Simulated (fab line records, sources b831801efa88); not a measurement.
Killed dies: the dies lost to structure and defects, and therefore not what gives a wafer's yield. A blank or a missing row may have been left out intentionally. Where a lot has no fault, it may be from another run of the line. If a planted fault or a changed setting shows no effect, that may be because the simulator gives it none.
A lot that was struck, set against a sound lot	flow sky130	44 out of 708 route steps
Sound: these wafers, L232.1, L232.4, L232.5. The struck wafers were L240.1, L240.4, L240.6. The cause is named last.
Each step with rows lists, per side, the tool, then ch with its chambers, then its first start. Under that, the readings that differ: sound wafers	struck wafers	difference of the means	sigmas: that difference in standard deviations of wafers without a fault.
alike: readings with means less than 2 such deviations apart, plus words and numbers identical on both sides. not compared: withheld readings, readings lacking a value on some wafer, bounds such as >300 that could conceal the same value, and numbers that have no deviation in the record and whose values overlap.
A row with sigmas, a row that says differs or no value, or rows on one side alone: a step with any of these is where the two part. Non-overlapping numbers with no deviation appear without sigmas and do not part them. A reading that every wafer of one side lacks parts them only if that side has two wafers or more.

first, 3 steps without rows for these wafers: SKY_FIELD_ISO_CLEAN_20 (cleans in dHF, time 20 s); SKY_FIELD_ISO_WET_ETCH_21 (etches SiO2 in dHF, target depth 20 nm, time 400 s); SKY_FIELD_ISO_OXIDATION_22 (stabilise 600 s, purge 300 s, target thk 10 nm).
SKY_FIELD_ISO_THK_MEAS_23:
  sound: film metro-03 at day 2 07:44; struck: film metro-02 at day 3 23:40
  alike: FIELD_ISO_OXIDATION_01_THK
then, 1 step without rows for these wafers: SKY_FIELD_ISO_CVD_24 (deposits SiO2, target thk 595 nm, time 99.2 s).
SKY_FIELD_ISO_THK_MEAS_25:
  sound: film metro-02 at day 2 07:52; struck: film metro-03 at day 3 23:48
  alike: FIELD_ISO_CVD_24_THK
then, 1 step without rows for these wafers: SKY_FIELD_ISO_ANNEAL_26 (time 1800 s).
SKY_FIELD_ISO_CMP_27: polishes, stops on Si3N4, t overpolish 16 s, target thk 457.8 nm.
  sound on cmp-02 ch 1,2, day 2 10:38; struck on cmp-01 ch 0,1,3, day 4 02:42
  alike: motor current A, overpolish run s, time to endpoint s
then, 4 steps without rows for these wafers: SKY_FIELD_ISO_WET_ETCH_28 (etches SiO2 in dHF, target depth 23.7 nm, time 47 s); SKY_FIELD_ISO_WET_ETCH_29 (etches Si3N4 in H3PO4, target depth 160 nm, time 1825 s); SKY_FIELD_ISO_WET_ETCH_30 (etches SiO2 in dHF, target depth 25 nm, time 50 s); SKY_NWELL_CLEAN_00 (cleans in SC1/SC2, time 150 s).
SKY_NWELL_OXIDATION_01: stabilise 600 s, purge 300 s, target thk 10 nm.
  sound on furnace-02 ch 0, day 2 12:10; struck on furnace-02 ch 0, day 4 05:10
  alike: ox temp c max
SKY_NWELL_THK_MEAS_02:
  sound: film metro-04 at day 2 13:33; struck: film metro-03 at day 4 06:47
reading	sound	struck	difference	sigmas
NWELL_OXIDATION_THK (nm)	9.97 10.01 10.08	15.78 15.70 15.78	+5.73	+34
then, 8 steps without rows for these wafers: SKY_DNWELL_DEHYDRATE_00 (time 60 s); SKY_DNWELL_HMDS_01 (prime time 60 s); SKY_DNWELL_COAT_02 (resist thk 3000 nm); SKY_DNWELL_SOFTBAKE_03; SKY_DNWELL_EXPOSE_04 (exposes mask DNM, target cd 3000 nm); SKY_DNWELL_PEB_05; SKY_DNWELL_DEVELOP_06 (develop time 60 s); SKY_DNWELL_IMPLANT_07.
SKY_DNWELL_STRIP_08: strips in O2/N2.
  sound on plasma asher-01 ch 0, day 3 04:44; struck on plasma asher-01 ch 0,1, day 4 21:53
  alike: drypump motor current A, oes product au, strip time to endpoint s
  not compared: rf hours counter h
SKY_DNWELL_TW_MEAS_09:
  sound: film metro-04 at day 3 04:50; struck: film metro-01 at day 4 21:59
  alike: DNWELL_TW
then, 7 steps without rows for these wafers: SKY_PWDE_DEHYDRATE_00 (time 60 s); SKY_PWDE_HMDS_01 (prime time 60 s); SKY_PWDE_COAT_02 (resist thk 3000 nm); SKY_PWDE_SOFTBAKE_03; SKY_PWDE_EXPOSE_04 (exposes mask PWDEM, target cd 840 nm); SKY_PWDE_PEB_05; SKY_PWDE_DEVELOP_06 (develop time 60 s).
SKY_PWDE_OVL_MEAS_07:
  sound: overlay-02 at day 3 21:24; struck: overlay-02 at day 5 15:47
  alike: PWDE_OVL
next, for these wafers, 1 step has no rows: SKY_PWDE_IMPLANT_08.
SKY_PWDE_STRIP_09: strips in O2/N2.
  sound on plasma asher-02 ch 1, day 3 21:35; struck on plasma asher-01 ch 0,1, day 5 15:58
reading	sound	struck	difference	sigmas
strip time to endpoint s (s)	36.65 36.74 36.68	37.00 36.91 37.01	+0.28	+3
  alike: drypump motor current A, oes product au
  not compared: rf hours counter h
SKY_PWDE_TW_MEAS_10:
  sound: film metro-03 at day 3 21:43; struck: film metro-04 at day 5 16:04
  alike: PWDE_TW
then, 7 steps without rows for these wafers: SKY_NWELL_DEHYDRATE_03 (time 60 s); SKY_NWELL_HMDS_04 (prime time 60 s); SKY_NWELL_COAT_05 (resist thk 3000 nm); SKY_NWELL_SOFTBAKE_06; SKY_NWELL_EXPOSE_07 (exposes mask NWM, target cd 840 nm); SKY_NWELL_PEB_08; SKY_NWELL_DEVELOP_09 (develop time 60 s).
SKY_NWELL_CLEAN_27: cleans in SC1/SC2, time 150 s.
  sound on wet bench-04 ch 0, day 5 08:29; struck on wet bench-04 ch 1, day 7 05:31
reading	sound	struck	difference	sigmas
model.SiO2_of_NWELL_OXIDATION_01.thk nm (nm)	9.599 9.683 9.723	15.49 15.35 15.42	+5.75	
  alike: bath heat duty pct
-- the record jumps here: 41 days lie between the struck wafers' starts before and after (it left off in module NWELL and takes up again in module PAD_OPEN, whose first step shown is number 708 of the route) --
SKY_PAD_OPEN_PROBE_99:
  sound: prober-01 at day 45 18:46; struck: prober-01 at day 47 19:26
reading	sound	struck	difference	sigmas
model.etest.tip p.rs ohm sq	6911 6926 6983	7038 7098 7086	+134	
model.etest.pfet_01v8.r on ohm um	2995 3016 3011	2888 2971 2875	-96	
model.etest.res pwell under gate.rs ohm sq	2295 2291 2282	2317 2320 2309	+26	
  alike: killed_at_M0_to_M3, killed_at_M4_up, killed at contacts, killed at front end, killed at other, killed dies, killed open, killed short
  not compared: model.etest.nfet_16v.r on ohm um, model.etest.pfet g5v0d10v5.r on ohm um, model.etest.pfet_01v8_mvt.drive ua um, model.etest.pfet_01v8.drive ua um, model.etest.pfet g5v0d10v5.drive ua um

== WHERE THEY PART ==
First at SKY_NWELL_THK_MEAS_02; last, within this record, at SKY_PWDE_STRIP_09. Later steps at which nothing parts them and some readings are alike: SKY_PWDE_TW_MEAS_10, SKY_NWELL_CLEAN_27, SKY_PAD_OPEN_PROBE_99.

WHY: the cause the simulator had injected
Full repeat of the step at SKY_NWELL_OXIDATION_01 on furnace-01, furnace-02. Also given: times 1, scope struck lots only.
